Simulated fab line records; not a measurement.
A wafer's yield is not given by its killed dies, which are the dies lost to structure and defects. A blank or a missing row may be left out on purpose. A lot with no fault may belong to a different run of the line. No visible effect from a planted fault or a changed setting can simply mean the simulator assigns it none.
One fault through the eyes of 2 desks || flow sky130 || what lay behind the numbers comes last; until then each desk has only its own

FROM THE METROLOGY DESK
Lot by lot, what the gauges showed, no matter which tool ran the lot: averages of those sampled wafers that carry a number. The brackets show how far a lot's mean lies from the usual mean; more than 4 standard deviations puts the lot out of limits, marked OUT.
Columns: A = VIA4_W_THK at SKY_VIA4_THK_MEAS_20, usual 501 nm
{"lot": "L817", "first seen here": "day 42 20:55", "A": 501}
{"lot": "L818", "first seen here": "day 43 07:29", "A": 504}
{"lot": "L819", "first seen here": "day 43 14:47", "A": 503}
{"lot": "L822", "first seen here": "day 44 08:14", "A": 499}
{"lot": "L820", "first seen here": "day 44 08:58", "A": 506}
{"lot": "L823", "first seen here": "day 44 20:52", "A": 502}
{"lot": "L830", "first seen here": "day 46 13:46", "A": 494}
{"lot": "L831", "first seen here": "day 46 16:40", "A": 499}
{"lot": "L835", "first seen here": "day 47 12:35", "A": 496}
{"lot": "L834", "first seen here": "day 47 14:56", "A": 506}
{"lot": "L838", "first seen here": "day 48 14:13", "A": 497}
Result from this desk: across the 11 lots, nothing is out of limits.

AT THE TOOL OWNER'S DESK: rie-metal-03
The tool's own readings at SKY_CAP2M_METAL_ETCH_13 (etches TiN in Cl2/BCl3, stops on SiO2, target depth 220 nm, time 62.9 s): means of the sampled wafers that have a number, for each lot that ran on this tool. The brackets show how far a lot's mean lies from the usual mean; more than 4 standard deviations puts the lot out of limits, marked OUT.
Columns: A = bias-w at SKY_CAP2M_METAL_ETCH_13, usual 48.49 W; B = drypump-motor-current-A at SKY_CAP2M_METAL_ETCH_13, usual 5.3 A; C = oes-product-au at SKY_CAP2M_METAL_ETCH_13, usual 0.942 a.u.; D = throttle-valve-pct at SKY_CAP2M_METAL_ETCH_13, usual 21.902 %
{"lot": "L818", "first seen here": "day 41 05:31", "A": 48.43, "B": 5.5, "C": 0.944, "D": 21.896}
{"lot": "L819", "first seen here": "day 41 12:25", "A": 48.40, "B": 5.4, "C": 0.927, "D": 21.905}
{"lot": "L822", "first seen here": "day 42 07:28", "A": 48.60, "B": 5.6, "C": 0.944, "D": 21.892}
{"lot": "L831", "first seen here": "day 44 18:37", "A": 48.61, "B": 5.5, "C": 0.943, "D": 21.918}
{"lot": "L835", "first seen here": "day 45 15:37", "A": 48.38, "B": 5.4, "C": 0.952, "D": 21.896}
Result from this desk: across the 5 lots, nothing is out of limits.

TAKEN TOGETHER
From the metrology desk's view, nothing was out of limits.
Nothing out of limits was seen by the tool owner's desk.

WHAT HAD BEEN PUT IN BY THE SIMULATOR
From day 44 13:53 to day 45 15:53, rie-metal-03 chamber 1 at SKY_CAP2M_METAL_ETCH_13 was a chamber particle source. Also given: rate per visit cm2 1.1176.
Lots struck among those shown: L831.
